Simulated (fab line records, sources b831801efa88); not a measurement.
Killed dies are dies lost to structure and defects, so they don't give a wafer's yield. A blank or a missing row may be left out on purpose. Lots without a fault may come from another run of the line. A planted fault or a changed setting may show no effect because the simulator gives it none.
Which tool did it? | flow sky130 | 24 lots, 72 wafers sampled, at 6 steps of a route of 708

WHAT THE GAUGES READ, wafer by wafer
SKY_METAL1_THK_MEAS_06: measures by xrf.
lot  | measured     | on            | METAL1_ALCU_THK (nm)
L074 | day 32 03:20 | film_metro-04 | 249.5 249.1 249.9
L075 | day 32 05:03 | film_metro-03 | 250.3 246.2 249.2
L076 | day 32 18:19 | film_metro-01 | 256.5 255.8 255.3
L077 | day 32 21:56 | film_metro-03 | 251.3 252.5 252.9
L078 | day 33 04:43 | film_metro-04 | 248.3 252.5 248.5
L079 | day 33 16:04 | film_metro-01 | 251.8 252.9 253.1
L080 | day 34 09:16 | film_metro-04 | 256.1 252.2 252.7
L081 | day 34 13:34 | film_metro-03 | 251.2 251.1 250.1
L082 | day 34 15:12 | film_metro-04 | 250.2 250.5 254.3
L083 | day 34 20:49 | film_metro-04 | 252.3 252.9 254.4
L084 | day 35 09:49 | film_metro-04 | 251.7 251.7 250.6
L085 | day 35 15:10 | film_metro-03 | 246.1 247.0 245.1
L086 | day 35 20:43 | film_metro-04 | 254.6 256.4 252.8
L087 | day 36 10:59 | film_metro-04 | 252.0 248.2 249.4
L088 | day 36 13:06 | film_metro-04 | 255.6 257.7 257.8
L089 | day 37 00:33 | film_metro-04 | 248.5 248.0 251.2
L090 | day 37 06:05 | film_metro-04 | 248.0 248.4 250.7
L091 | day 37 11:52 | film_metro-04 | 257.0 255.8 256.7
L092 | day 37 20:54 | film_metro-04 | 250.2 253.8 250.4
L093 | day 38 01:46 | film_metro-04 | 254.4 252.3 252.5
L094 | day 38 09:40 | film_metro-03 | 255.5 252.0 259.7
L095 | day 38 17:31 | film_metro-04 | 249.3 250.1 251.0
L096 | day 39 01:37 | film_metro-04 | 249.7 249.5 247.0
L097 | day 39 07:10 | film_metro-04 | 254.9 255.8 255.0

SKY_VIA1_RS_MEAS_22: measures by four-point-probe.
lot  | measured     | on            | VIA1_W_RS (ohm/sq)
L074 | day 34 12:01 | film_metro-02 | 0.430 0.424 0.436
L075 | day 34 13:53 | film_metro-02 | 0.427 0.419 0.426
L076 | day 35 02:29 | film_metro-03 | 0.421 0.422 0.421
L077 | day 35 05:54 | film_metro-02 | 0.421 0.428 0.426
L078 | day 35 12:54 | film_metro-03 | 0.429 0.428 0.422
L079 | day 35 23:35 | film_metro-02 | 0.431 0.433 0.428
L080 | day 36 15:53 | film_metro-03 | 0.423 0.423 0.422
L081 | day 36 20:17 | film_metro-03 | 0.425 0.427 0.424
L082 | day 36 22:19 | film_metro-02 | 0.430 0.427 0.430
L083 | day 37 04:07 | film_metro-03 | 0.424 0.424 0.434
L084 | day 37 16:43 | film_metro-03 | 0.421 0.428 0.419
L085 | day 37 22:21 | film_metro-03 | 0.429 0.426 0.424
L086 | day 38 04:11 | film_metro-02 | 0.430 0.430 0.427
L087 | day 38 18:16 | film_metro-02 | 0.425 0.437 0.430
L088 | day 38 18:40 | film_metro-02 | 0.427 0.425 0.427
L089 | day 39 06:45 | film_metro-03 | 0.427 0.430 0.428
L090 | day 39 12:07 | film_metro-03 | 0.434 0.432 0.427
L091 | day 39 16:51 | film_metro-02 | 0.431 0.430 0.435
L092 | day 40 01:51 | film_metro-02 | 0.428 0.433 0.429
L093 | day 40 06:44 | film_metro-03 | 0.432 0.427 0.431
L094 | day 40 13:50 | film_metro-02 | 0.430 0.430 0.429
L095 | day 40 22:37 | film_metro-03 | 0.426 0.429 0.430
L096 | day 41 06:15 | film_metro-02 | 0.432 0.433 0.421
L097 | day 41 10:42 | film_metro-01 | 0.430 0.436 0.426

SKY_METAL3_CD_MEAS_13: target cd 300 nm.
lot  | measured     | on        | cd_nm (nm)
L074 | day 39 01:07 | cd_sem-01 | 300.1 301.9 302.4
L075 | day 39 02:41 | cd_sem-01 | 301.4 300.3 301.6
L076 | day 39 14:17 | cd_sem-01 | 299.1 300.0 299.1
L077 | day 39 17:16 | cd_sem-01 | 297.7 297.4 298.3
L078 | day 40 00:08 | cd_sem-01 | 300.1 297.4 297.9
L079 | day 40 10:13 | cd_sem-01 | 301.5 300.6 299.9
L080 | day 41 02:09 | cd_sem-01 | 300.2 301.0 301.0
L081 | day 41 05:53 | cd_sem-01 | 300.5 300.4 300.9
L082 | day 41 08:41 | cd_sem-02 | 296.3 295.9 296.5
L083 | day 41 13:59 | cd_sem-01 | 301.4 299.2 300.3
L084 | day 42 02:16 | cd_sem-02 | 302.7 303.3 301.8
L085 | day 42 07:52 | cd_sem-01 | 298.4 299.2 299.2
L086 | day 42 11:43 | cd_sem-01 | 300.4 299.7 301.0
L087 | day 43 00:49 | cd_sem-02 | 299.9 300.0 299.8
L088 | day 43 01:25 | cd_sem-02 | 301.5 301.7 302.2
L089 | day 43 11:46 | cd_sem-01 | 301.1 300.8 298.5
L090 | day 43 18:07 | cd_sem-02 | 300.6 300.3 302.7
L091 | day 44 04:53 | cd_sem-01 | 301.6 302.0 302.2
L092 | day 44 08:16 | cd_sem-01 | 301.5 302.3 301.9
L093 | day 44 10:10 | cd_sem-01 | 301.0 299.9 301.0
L094 | day 44 14:43 | cd_sem-01 | 298.0 299.7 300.9
L095 | day 44 22:11 | cd_sem-01 | 299.7 300.5 300.0
L096 | day 45 09:08 | cd_sem-02 | 299.9 298.3 298.5
L097 | day 45 09:50 | cd_sem-02 | 300.1 299.9 299.6

SKY_METAL5_THK_MEAS_06: measures by xrf.
lot  | measured     | on            | METAL5_ALCU_THK (nm)
L074 | day 43 10:47 | film_metro-03 | 1115 1144 1114
L075 | day 43 11:06 | film_metro-03 | 1128 1138 1137
L076 | day 43 21:18 | film_metro-03 | 1136 1136 1132
L077 | day 44 00:09 | film_metro-01 | 1156 1151 1154
L078 | day 44 04:22 | film_metro-04 | 1143 1161 1164
L079 | day 44 14:14 | film_metro-04 | 1136 1133 1165
L080 | day 45 08:45 | film_metro-04 | 1141 1153 1142
L081 | day 45 10:10 | film_metro-04 | 1145 1133 1151
L082 | day 45 11:07 | film_metro-03 | 1130 1126 1156
L083 | day 45 15:47 | film_metro-04 | 1135 1152 1169
L084 | day 45 22:53 | film_metro-04 | 1146 1136 1138
L085 | day 46 09:36 | film_metro-04 | 1141 1138 1150
L086 | day 46 12:22 | film_metro-04 | 1158 1179 1182
L087 | day 47 02:36 | film_metro-01 | 1164 1157 1145
L088 | day 47 03:33 | film_metro-03 | 1150 1138 1124
L089 | day 47 08:17 | film_metro-01 | 1129 1129 1139
L090 | day 47 12:50 | film_metro-03 | 1140 1155 1179
L091 | day 48 00:19 | film_metro-03 | 1125 1135 1117
L092 | day 48 04:32 | film_metro-04 | 1146 1141 1160
L093 | day 48 08:27 | film_metro-03 | 1145 1131 1130
L094 | day 48 10:50 | film_metro-04 | 1138 1151 1133
L095 | day 48 13:31 | film_metro-01 | 1133 1149 1149
L096 | day 49 02:50 | film_metro-01 | 1141 1163 1160
L097 | day 49 03:26 | film_metro-03 | 1127 1127 1132

SKY_PAD_OPEN_BOW_MEAS_13.
lot  | measured     | on            | PAD_OPEN_BOW (um)
L074 | day 46 08:45 | film_metro-02 | 51 48 54
L075 | day 46 10:16 | film_metro-01 | 48 43 46
L076 | day 46 17:56 | film_metro-04 | 46 41 37
L077 | day 46 18:36 | film_metro-02 | 38 43 46
L078 | day 46 21:38 | film_metro-04 | 55 48 42
L079 | day 47 08:35 | film_metro-02 | 38 42 26
L080 | day 48 00:34 | film_metro-04 | 35 26 35
L081 | day 48 03:38 | film_metro-04 | 46 54 38
L082 | day 48 04:01 | film_metro-01 | 54 34 38
L083 | day 48 08:23 | film_metro-04 | 53 49 35
L084 | day 48 13:31 | film_metro-04 | 37 31 50
L085 | day 49 00:35 | film_metro-02 | 33 44 42
L086 | day 49 02:22 | film_metro-04 | 65 43 42
L087 | day 49 12:13 | film_metro-04 | 62 44 56
L088 | day 49 13:26 | film_metro-01 | 59 48 51
L089 | day 49 19:58 | film_metro-01 | 55 38 46
L090 | day 50 00:49 | film_metro-01 | 62 54 43
L091 | day 50 07:25 | film_metro-01 | 31 34 27
L092 | day 50 12:52 | film_metro-02 | 31 42 50
L093 | day 50 17:26 | film_metro-04 | 49 52 54
L094 | day 50 18:42 | film_metro-01 | 51 49 44
L095 | day 50 21:22 | film_metro-04 | 46 46 44
L096 | day 51 08:43 | film_metro-01 | 53 51 42
L097 | day 51 08:58 | film_metro-02 | 43 47 41

WHICH TOOL RAN EACH LOT (tool, then ch and the chambers of the sampled wafers, then the start)
lot  | SKY_CONTACT_SPUTTER_23
L074 | pvd_sputter-02, day 32 02:14
L075 | pvd_sputter-03, day 32 04:08
L076 | pvd_sputter-02, day 32 17:23
L077 | pvd_sputter-01, day 32 21:00
L078 | pvd_sputter-01, day 33 03:47
L079 | pvd_sputter-02, day 33 15:09
L080 | pvd_sputter-01, day 34 08:19
L081 | pvd_sputter-03, day 34 12:37
L082 | pvd_sputter-03, day 34 14:17
L083 | pvd_sputter-01, day 34 19:53
L084 | pvd_sputter-03, day 35 08:48
L085 | pvd_sputter-01, day 35 14:12
L086 | pvd_sputter-02, day 35 19:48
L087 | pvd_sputter-02, day 36 10:04
L088 | pvd_sputter-01, day 36 12:11
L089 | pvd_sputter-01, day 36 23:38
L090 | pvd_sputter-01, day 37 05:10
L091 | pvd_sputter-03, day 37 10:57
L092 | pvd_sputter-01, day 37 19:59
L093 | pvd_sputter-02, day 38 00:47
L094 | pvd_sputter-01, day 38 08:45
L095 | pvd_sputter-03, day 38 16:36
L096 | pvd_sputter-03, day 39 00:42
L097 | pvd_sputter-02, day 39 06:16
- SKY_CONTACT_SPUTTER_23: material TiN, target thk 20 nm, time 80 s.

WHAT THE TOOLS THEMSELVES READ (means of the sampled wafers that have a number; where no wafer has one, the mark that the record gives instead)
SKY_CONTACT_SPUTTER_23.
lot  | tool           | throttle_valve_pct (%)
L074 | pvd_sputter-02 | 30.0
L075 | pvd_sputter-03 | 30.1
L076 | pvd_sputter-02 | 30.2
L077 | pvd_sputter-01 | 28.8
L078 | pvd_sputter-01 | 30.6
L079 | pvd_sputter-02 | 29.7
L080 | pvd_sputter-01 | 30.3
L081 | pvd_sputter-03 | 29.4
L082 | pvd_sputter-03 | 29.9
L083 | pvd_sputter-01 | 30.6
L084 | pvd_sputter-03 | 30.1
L085 | pvd_sputter-01 | 30.1
L086 | pvd_sputter-02 | 30.1
L087 | pvd_sputter-02 | 30.2
L088 | pvd_sputter-01 | 30.8
L089 | pvd_sputter-01 | 29.6
L090 | pvd_sputter-01 | 29.6
L091 | pvd_sputter-03 | 31.3
L092 | pvd_sputter-01 | 29.7
L093 | pvd_sputter-02 | 29.6
L094 | pvd_sputter-01 | 28.9
L095 | pvd_sputter-03 | 30.0
L096 | pvd_sputter-03 | 30.2
L097 | pvd_sputter-02 | 29.0

THE ANSWER, worked out from the rows above alone
Rule: what is usual is taken from the lots themselves. Put in order of their means at a reading, lots are off if they are a third of the lots or fewer, leave a main group of 4 or more, and stand apart from it by a gap of 3 or more times the standard deviation of the main group's means; of several such gaps the widest counts. A main group whose means are all the same, to the digits that the tables above print for the reading, isn't used. A lot without any number at a reading at which 4 lots or more have one is off too. The other lots that the step has rows for count as sound. The gauges are gone through in route order, then the tools' own readings, and for those a lot's mean is taken as printed above. The first step at which some lot is off is used, and at that step the reading that is off furthest; a lot without a number counts as furthest.
No lot is off at any reading shown: from this, nothing can be told.

WHAT THE SIMULATOR HAD PUT IN
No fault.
